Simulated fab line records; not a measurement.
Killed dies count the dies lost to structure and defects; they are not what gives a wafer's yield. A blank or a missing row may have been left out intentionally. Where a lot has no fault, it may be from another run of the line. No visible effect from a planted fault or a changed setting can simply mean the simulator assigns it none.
fab line records	flow gf180mcu
record: lots: 15	wafers: 45	last-day: 34
route steps=602 shown V2@399 M3@411
lots that met no fault: taken from a fault-free run of the same line
start-h: start of the lot's first displayed wafer, in hours after the record's first day	wait-h: hours elapsed since this lot's preceding step	" the same as in the row above	L1.1+2: a row that stands for several wafers	- either no value or no given start	* or withheld: withheld	< > ~ a bound
route shown NAME@n: a module of which the file shows steps, and the number in the route of the first	usual: mean/standard deviation of fault-free wafers	same: alike in all rows	chamber/n: place in a boat	sites: each site's reading	_std_site: the standard deviation of these	_edge_site: inner sites' mean taken away from outer sites' mean	radius-mm: how far each site lies from the wafer's centre	mask NAME#n: copy n	behind: the last tool/chamber to shape the wafer	hold: cause of the lot's hold/its duration in hours/its outcome	device: the transistor (n, p or np) that didn't switch	end of line: the route-end tests of the same wafers	a step without rows: its recipe alone	killed: not the wafer's yield, but the dies lost to structure and defects at the first sort	map: a wafer's dies, x killed, . not, _ none there
set.NAME: the setting the step ran with; set.NAME@STEP: the setting that earlier step ran with	model.NAME: the simulator's own value behind a step, which no gauge read
one table for each step of the route and one row for each wafer, over a sample of lots
services: the hour from which a tool's chamber was out of use, counted from the record's first day as start-h (under 0 if before that day), plus the number of hours and why
== steps ==
step: GF_V2_ETCH_17
recipe: chemistry: C4F8/O2/Ar	mask-material: KrF	target: SiO2	stop-on: TiN	source-w: 1500	bias-w: 1200	pressure-mtorr: 40	c4f8-flow-sccm: withheld	O2_flow_sccm: 6	Ar_flow_sccm: 300	time-s: withheld	target-depth-a: 6300
usual: bias-w: 1200/3.6	chamber-pressure-mTorr: 40.00/0.037	oes-product-au: 0.855/0.0047
lot.wafer	tool	chamber	start-h	wait-h	bias-w	chamber-pressure-mTorr	oes-product-au
L395.2	rie-diel-01	1	464	-	1203	40.02	0.852
L395.4	"	3	"	"	1195	39.97	0.863
L395.6	"	0	"	"	1196	39.97	0.852
L396.4	rie-diel-02	0	467	-	1205	40.02	0.866
L396.5	"	1	"	"	1197	40.00	0.852
L396.6	"	2	"	"	1198	39.99	0.857
L397.1	rie-diel-01	3	480	-	1196	39.97	0.857
L397.2	"	0	"	"	1201	39.95	0.853
L397.6	"	3	"	"	1196	39.97	0.854
L399.1	rie-diel-04	0	504	-	1203	40.04	0.854
L399.2	"	1	"	"	1198	40.01	0.844
L399.3	"	3	"	"	1203	40.07	0.848
L400.2	rie-diel-04	0	514	-	1205	40.02	0.854
L400.3	"	1	"	"	1201	40.05	0.853
L400.5	"	0	"	"	1203	39.96	0.861
L401.2	rie-diel-02	0	520	-	1204	39.92	0.860
L401.4	"	1	"	"	1200	40.02	0.857
L401.6	"	0	"	"	1199	40.05	0.857
L403.1	rie-diel-01	0	536	-	-	-	-
L403.2	"	1	"	"	-	-	-
L403.4	"	2	"	"	-	-	-
L404.1	rie-diel-04	0	541	-	-	-	-
L404.3	"	1	"	"	-	-	-
L404.5	"	2	"	"	-	-	-
L405.1	rie-diel-02	0	552	-	-	-	-
L405.4	"	2	"	"	-	-	-
L405.6	"	1	"	"	-	-	-
L408.3	rie-diel-02	1	576	-	1196	40.01	0.858
L408.5	"	0	"	"	1204	40.00	0.858
L408.6	"	1	"	"	1197	39.96	0.853
L414.1	rie-diel-04	2	617	-	1205	39.94	0.862
L414.4	"	3	"	"	1205	40.06	0.858
L414.5	"	0	"	"	1195	40.01	0.856
L415.1	rie-diel-04	1	623	-	1204	40.06	0.854
L415.2	"	0	"	"	1195	39.93	0.849
L415.6	"	0	"	"	1204	40.02	0.855
L416.1	rie-diel-02	0	635	-	1206	39.99	0.856
L416.4	"	3	"	"	1198	39.98	0.862
L416.6	"	3	"	"	1203	39.97	0.855
L417.2	rie-diel-01	3	637	-	1201	39.96	0.847
L417.3	"	1	"	"	1200	40.05	0.844
L417.5	"	3	"	"	1194	39.99	0.852
L418.1	rie-diel-04	3	643	-	1199	40.01	0.857
L418.3	"	1	"	"	1199	40.01	0.858
L418.6	"	3	"	"	1200	40.05	0.849
step: GF_V2_STRIP_18
recipe: chemistry: O2/N2	power-w: 1400	pressure-mtorr: 1500	platen-temp-c: 250	o2-flow-sccm: 3000	n2-flow-sccm: 300	overash-fraction: 0.5
usual: drypump-motor-current-A: 5.8/0.58	heater-power-w: 317/52	oes-product-au: 0.592/0.005
same: overash-fraction: 0.5
lot.wafer	tool	chamber	start-h	wait-h	drypump-motor-current-A	heater-power-w	oes-product-au	rf-hours-counter-h
L395.2	plasma-asher-01	1	464.99	-	4.7	277	0.596	87
L395.4	"	1	"	"	4.7	268	0.597	-
L395.6	"	1	"	"	4.7	279	0.589	-
L396.4	plasma-asher-01	1	467.66	-	4.7	271	0.599	-
L396.5	"	0	"	"	5.6	413	0.589	-
L396.6	"	1	"	"	4.8	272	0.597	-
L397.1	plasma-asher-04	1	480.84	-	6.5	334	0.591	5
L397.2	"	0	"	"	5.8	273	0.590	5
L397.6	"	1	"	"	6.5	341	0.597	-
L399.1	plasma-asher-01	1	504.78	-	4.7	281	0.599	91
L399.2	"	0	"	"	5.7	407	0.595	91
L399.3	"	1	"	"	4.7	274	0.591	-
L400.2	plasma-asher-02	1	514.44	-	5.7	299	0.593	70
L400.3	"	0	"	"	6.4	283	0.589	-
L400.5	"	0	"	"	6.4	290	0.598	-
L401.2	plasma-asher-02	1	520.74	-	5.6	302	0.598	70
L401.4	"	0	"	"	6.4	282	0.589	-
L401.6	"	0	"	"	6.4	286	0.592	-
L403.1	plasma-asher-04	0	536.38	-	5.9	274	0.668	10
L403.2	"	1	"	"	6.5	339	0.666	10
L403.4	"	1	"	"	6.4	341	0.667	-
L404.1	plasma-asher-02	0	541.73	-	6.4	281	0.661	73
L404.3	"	0	"	"	6.4	286	0.663	-
L404.5	"	0	"	"	6.4	282	0.661	-
L405.1	plasma-asher-04	0	552.38	-	5.9	275	0.669	12
L405.4	"	1	"	"	6.4	331	0.659	-
L405.6	"	0	"	"	5.9	274	0.669	-
L408.3	plasma-asher-04	0	576.37	-	5.9	275	0.593	-
L408.5	"	0	"	"	5.9	275	0.594	-
L408.6	"	1	"	"	6.4	328	0.590	-
L414.1	plasma-asher-04	1	617.73	-	6.5	330	0.594	17
L414.4	"	1	"	"	6.4	333	0.595	-
L414.5	"	0	"	"	5.9	273	0.588	-
L415.1	plasma-asher-01	0	623.48	-	5.6	416	0.592	104
L415.2	"	1	"	"	4.7	273	0.599	104
L415.6	"	1	"	"	4.7	274	0.590	-
L416.1	plasma-asher-04	1	635.83	-	6.4	324	0.598	19
L416.4	"	1	"	"	6.4	335	0.591	-
L416.6	"	1	"	"	6.4	338	0.600	-
L417.2	plasma-asher-02	1	637.23	-	5.7	308	0.593	84
L417.3	"	1	"	"	5.7	299	0.585	-
L417.5	"	0	"	"	6.4	285	0.584	-
L418.1	plasma-asher-01	0	643.63	-	5.7	401	0.599	106
L418.3	"	1	"	"	4.7	281	0.585	-
L418.6	"	1	"	"	4.7	275	0.587	-
step: GF_V2_SPUTTER_21
recipe: material: Ti	target-thk-nm: 15	chamber-pressure-pa: 5	power-w: 2500	substrate-temp-c: 200	time-s: 80.02
usual: throttle-valve-pct: 30.5/1.1
lot.wafer	tool	chamber	start-h	wait-h	throttle-valve-pct
L395.2	pvd-sputter-04	-	465.53	0.0	31.6
L395.4	"	-	"	"	28.7
L395.6	"	-	"	"	30.2
L396.4	pvd-sputter-01	-	468.20	0.0	29.8
L396.5	"	-	"	"	29.6
L396.6	"	-	"	"	30.1
L397.1	pvd-sputter-01	-	481.45	0.0	31.3
L397.2	"	-	"	"	30.2
L397.6	"	-	"	"	31.3
L399.1	pvd-sputter-01	-	505.33	0.0	31.2
L399.2	"	-	"	"	32.6
L399.3	"	-	"	"	30.2
L400.2	pvd-sputter-01	-	515.08	0.0	30.1
L400.3	"	-	"	"	29.7
L400.5	"	-	"	"	29.4
L401.2	pvd-sputter-04	-	521.27	0.0	29.4
L401.4	"	-	"	"	30.1
L401.6	"	-	"	"	28.9
L403.1	pvd-sputter-04	-	536.94	0.0	28.8
L403.2	"	-	"	"	29.4
L403.4	"	-	"	"	31.8
L404.1	pvd-sputter-02	-	542.30	0.0	31.2
L404.3	"	-	"	"	29.9
L404.5	"	-	"	"	29.4
L405.1	pvd-sputter-02	-	553.26	0.0	31.1
L405.4	"	-	"	"	29.7
L405.6	"	-	"	"	30.0
L408.3	pvd-sputter-01	-	576.87	0.0	32.8
L408.5	"	-	"	"	29.3
L408.6	"	-	"	"	33.0
L414.1	pvd-sputter-02	-	618.27	0.0	29.6
L414.4	"	-	"	"	29.1
L414.5	"	-	"	"	29.9
L415.1	pvd-sputter-01	-	624.01	0.0	32.8
L415.2	"	-	"	"	31.3
L415.6	"	-	"	"	32.9
L416.1	pvd-sputter-04	-	636.40	0.0	31.7
L416.4	"	-	"	"	30.1
L416.6	"	-	"	"	29.5
L417.2	pvd-sputter-02	-	637.78	0.0	31.3
L417.3	"	-	"	"	29.2
L417.5	"	-	"	"	29.8
L418.1	pvd-sputter-02	-	644.20	0.0	31.2
L418.3	"	-	"	"	31.1
L418.6	"	-	"	"	30.0
step: GF_V2_SPUTTER_22
recipe: material: TiN	target-thk-nm: 10	chamber-pressure-pa: 5	power-w: 4000	time-s: 40.64
usual: throttle-valve-pct: 30.5/1.1
lot.wafer	tool	chamber	start-h	wait-h	throttle-valve-pct
L395.2	pvd-sputter-04	-	465.59	0.0	31.6
L395.4	"	-	"	"	28.8
L395.6	"	-	"	"	30.4
L396.4	pvd-sputter-01	-	468.26	0.0	30.1
L396.5	"	-	"	"	29.4
L396.6	"	-	"	"	30.0
L397.1	pvd-sputter-01	-	481.51	0.0	30.8
L397.2	"	-	"	"	30.0
L397.6	"	-	"	"	31.2
L399.1	pvd-sputter-01	-	505.39	0.0	31.1
L399.2	"	-	"	"	33.0
L399.3	"	-	"	"	30.0
L400.2	pvd-sputter-01	-	515.14	0.0	30.0
L400.3	"	-	"	"	29.5
L400.5	"	-	"	"	29.7
L401.2	pvd-sputter-04	-	521.33	0.0	29.5
L401.4	"	-	"	"	30.4
L401.6	"	-	"	"	28.8
L403.1	pvd-sputter-04	-	537.00	0.0	28.7
L403.2	"	-	"	"	29.4
L403.4	"	-	"	"	31.7
L404.1	pvd-sputter-02	-	542.36	0.0	31.2
L404.3	"	-	"	"	29.6
L404.5	"	-	"	"	29.3
L405.1	pvd-sputter-02	-	553.32	0.0	31.4
L405.4	"	-	"	"	29.8
L405.6	"	-	"	"	29.9
L408.3	pvd-sputter-01	-	576.93	0.0	33.1
L408.5	"	-	"	"	29.7
L408.6	"	-	"	"	32.9
L414.1	pvd-sputter-02	-	618.33	0.0	29.7
L414.4	"	-	"	"	29.3
L414.5	"	-	"	"	29.9
L415.1	pvd-sputter-01	-	624.07	0.0	32.8
L415.2	"	-	"	"	31.3
L415.6	"	-	"	"	32.7
L416.1	pvd-sputter-04	-	636.46	0.0	31.4
L416.4	"	-	"	"	30.5
L416.6	"	-	"	"	29.7
L417.2	pvd-sputter-02	-	637.84	0.0	31.1
L417.3	"	-	"	"	29.7
L417.5	"	-	"	"	29.7
L418.1	pvd-sputter-02	-	644.26	0.0	31.2
L418.3	"	-	"	"	31.3
L418.6	"	-	"	"	29.7
step: GF_M3_SPUTTER_02
recipe: material: AlCu	target-thk-nm: 450	power-w: 10600	time-s: 23.9	chamber-pressure-pa: 0.4
usual: throttle-valve-pct: 30.0/0.98
lot.wafer	tool	chamber	start-h	wait-h	throttle-valve-pct
L395.2	pvd-sputter-03	-	466.35	0.0	29.3
L395.4	"	-	"	"	29.3
L395.6	"	-	"	"	28.8
L396.4	pvd-sputter-02	-	469.13	0.0	31.3
L396.5	"	-	"	"	31.2
L396.6	"	-	"	"	29.3
L397.1	pvd-sputter-04	-	482.50	0.0	29.5
L397.2	"	-	"	"	28.8
L397.6	"	-	"	"	29.2
L399.1	pvd-sputter-03	-	506.15	0.0	29.9
L399.2	"	-	"	"	29.2
L399.3	"	-	"	"	29.1
L400.2	pvd-sputter-04	-	515.90	0.0	29.0
L400.3	"	-	"	"	31.5
L400.5	"	-	"	"	30.4
L401.2	pvd-sputter-02	-	522.09	0.0	30.0
L401.4	"	-	"	"	31.4
L401.6	"	-	"	"	31.2
L408.3	pvd-sputter-02	-	577.83	0.0	29.9
L408.5	"	-	"	"	29.6
L408.6	"	-	"	"	30.0
L414.1	pvd-sputter-02	-	619.09	0.0	29.9
L414.4	"	-	"	"	29.4
L414.5	"	-	"	"	29.4
L415.1	pvd-sputter-02	-	624.84	0.0	31.1
L415.2	"	-	"	"	31.5
L415.6	"	-	"	"	29.9
L416.1	pvd-sputter-03	-	637.22	0.0	29.3
L416.4	"	-	"	"	29.5
L416.6	"	-	"	"	28.5
L417.2	pvd-sputter-04	-	638.60	0.0	30.3
L417.3	"	-	"	"	28.8
L417.5	"	-	"	"	31.8
L418.1	pvd-sputter-03	-	645.02	0.0	29.7
L418.3	"	-	"	"	29.3
L418.6	"	-	"	"	29.6
== services ==
tool	chamber	start-h	hours	kind
pvd-sputter-02	-	478.40	4.0	repair
pvd-sputter-04	2	479.54	-	consumable-replace:kit
pvd-sputter-04	2	479.54	18.0	scheduled-down
pvd-sputter-04	2	479.54	18.0	vent-cycle
pvd-sputter-02	-	482.60	2.0	repair
rie-diel-01	2	482.70	14.0	repair
plasma-asher-01	-	488.33	0.3	repair
rie-diel-02	3	515.61	-	clean
rie-diel-02	3	515.61	18.8	scheduled-down
rie-diel-04	0	556.69	6.3	repair
plasma-asher-01	-	568.87	1.7	repair
plasma-asher-04	-	569.92	2.8	pm
pvd-sputter-02	-	574.78	0.8	repair
pvd-sputter-02	1	580.44	-	consumable-replace:kit
pvd-sputter-02	1	580.44	18.0	scheduled-down
pvd-sputter-02	1	580.44	18.0	vent-cycle
rie-diel-04	1	585.87	25.0	repair
pvd-sputter-02	-	598.67	3.8	repair
plasma-asher-04	-	600.24	10.6	repair
rie-diel-04	2	618.64	11.4	repair
plasma-asher-04	-	624.28	3.9	repair
pvd-sputter-01	-	626.82	10.7	repair
pvd-sputter-01	-	630.27	8.2	repair
rie-diel-04	0	641.09	5.0	repair
== key ==
first-sign: step: GF_V2_ETCH_17	reading: tool-record	direction: missing
effect: step: GF_V2_STRIP_18	reading: oes-product-au	direction: up	sigmas: 14	usual: 0.592	struck: 0.665
met-at GF_V2_ETCH_17
struck-lots L403,L404,L405
later-rows-left-out L403.1,L403.2,L403.4,L404.1,L404.3,L404.5,L405.1,L405.4,L405.6
sort-left-out L403.1,L403.2,L403.4,L404.1,L404.3,L404.5,L405.1,L405.4,L405.6
not-acting-at GF_V2_SPUTTER_21,GF_V2_SPUTTER_22,GF_M3_SPUTTER_02
onset-between 520 536
fault: kind: skipped-step-whole	tool: rie-diel-01,rie-diel-02,rie-diel-04	chamber: -	onset-h: 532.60	steps: GF_V2_ETCH_17	scope: struck-lots-only
sort-left-out: the simulated sort isn't trusted on such a fault, so these wafers' sort isn't shown, and their yield isn't known
later-rows-left-out: the simulator's readings of these wafers behind a module that went badly wrong aren't trusted and aren't shown, but for the sort
